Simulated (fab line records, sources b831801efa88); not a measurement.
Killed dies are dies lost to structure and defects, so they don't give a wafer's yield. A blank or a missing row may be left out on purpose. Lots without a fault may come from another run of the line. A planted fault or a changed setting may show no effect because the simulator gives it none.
Problem report in the 8D (eight disciplines) form, filled by code | flow sky130 | the parts of the form that need people (team, actions taken, sign-off) are left out

1. THE PROBLEM
GATE_OXIDE_OXIDATION_00_THK at SKY_GATE_OXIDE_THK_MEAS_02 reads a mean of 12.34 nm on 6 wafers of 2 lots; wafers without a fault read 10.20 nm with a standard deviation of 0.19. That is +11 standard deviations from the usual mean.
First seen on wafer L113.1, day 15 20:16, on film_metro-04. The record holds 33 wafers of 11 lots with a number at this step. Rule for "out", or "out of limits": more than 4 standard deviations from the usual mean. The other wafers with a number count as sound.

2. WHAT IT IS AND WHAT IT IS NOT
question                    | is                          | is not
which readings at this step | GATE_OXIDE_OXIDATION_00_THK | -
which lots                  | L113, L114                  | L103, L104, L107, L109, L111, L115, L123, L124, L125
which wafers of those lots  | all that have a number      | -
read on which gauges        | film_metro-04               | film_metro-01, film_metro-02
when                        | from day 15 20:16           | up to then (15 sound wafers); but 12 sound wafers of L115, L123, L124, L125 came after

3. SUSPECTS, AND WHAT RULES EACH OUT
Counting: a tool at a process step up to the reading stays a suspect if it ran every lot that is out and no sound lot after the first of them.
- the gauge at SKY_GATE_OXIDE_THK_MEAS_02: ruled out. All the wafers that are out were read on film_metro-04, but those of them that SKY_GATE_OXIDE_OXIDATION_01 has rows for are out there too, on other tools.
- furnace-01 at SKY_GATE_OXIDE_OXIDATION_01 (stabilise 600 s, purge 300 s, target thk 10.268 nm): ruled out as a lasting fault. Sound lots L123, L124, L125 ran on it after its first lot that is out, L113 (day 15 18:52).
Left after counting: nothing in the record.

4. THE CAUSE (what the simulator had put in)
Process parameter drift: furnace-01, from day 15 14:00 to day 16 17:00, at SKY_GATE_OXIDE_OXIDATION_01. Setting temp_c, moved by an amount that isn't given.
Counting ruled it out, wrongly: the rule takes a fault to strike every lot that its tool runs from its start on, and this one did not.

5. THE CHAIN OF EFFECTS, in route order
Each row: a reading whose mean over the struck wafers that have a number lies more than 3 standard deviations from the usual. Only readings for which the record gives a usual standard deviation are gone through. hours: the time from each lot's start at the first step in this table that gives one to its start at this step, as a median over the lots. sigmas: the change in usual standard deviations.
hours | step                        | reading                     | usual    | on struck wafers | change | sigmas
0     | SKY_GATE_OXIDE_OXIDATION_01 | spike_tc_bottom_C           | 917 C    | 932              | +15    | +3.9
0     | SKY_GATE_OXIDE_OXIDATION_01 | spike_tc_centre_C           | 901.0 C  | 918.6            | +17.6  | +18
0     | SKY_GATE_OXIDE_OXIDATION_01 | spike_tc_lower_C            | 900.8 C  | 918.4            | +17.6  | +18
0     | SKY_GATE_OXIDE_OXIDATION_01 | spike_tc_top_C              | 908.4 C  | 927.5            | +19.1  | +6.8
0     | SKY_GATE_OXIDE_OXIDATION_01 | spike_tc_upper_C            | 901.0 C  | 918.9            | +17.9  | +15
0     | SKY_GATE_OXIDE_OXIDATION_01 | tube_center_temp_C          | 899.99 C | 917.56           | +17.57 | +99 or more
0     | SKY_GATE_OXIDE_OXIDATION_01 | tube_center_temp_C_max      | 902.4    | 919.9            | +17.5  | +44
0     | SKY_GATE_OXIDE_OXIDATION_01 | zone_power_lower_pct        | 18.74 %  | 19.64            | +0.90  | +4.1
1     | SKY_GATE_OXIDE_THK_MEAS_02  | GATE_OXIDE_OXIDATION_00_THK | 10.20 nm | 12.34            | +2.14  | +11
The process steps in it:
- SKY_GATE_OXIDE_OXIDATION_01: stabilise 600 s, purge 300 s, target thk 10.268 nm.
Later measuring or inspecting steps at which every struck wafer that the step has a row for has a number for every such reading, and none has moved that far: SKY_POLY_GATE_THK_MEAS_01.

6. WHAT WOULD HAVE CAUGHT IT SOONER
In this record the first reading out of limits at a measuring or inspecting step was taken at day 15 20:16, 6 hours after the fault began at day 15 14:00.
The tool's own readings at SKY_GATE_OXIDE_OXIDATION_01 were out on every struck wafer that the step has a row for (spike_tc_centre_C, spike_tc_lower_C, spike_tc_top_C, spike_tc_upper_C, tube_center_temp_C, tube_center_temp_C_max): an alarm limit on them would have fired on the first of those.
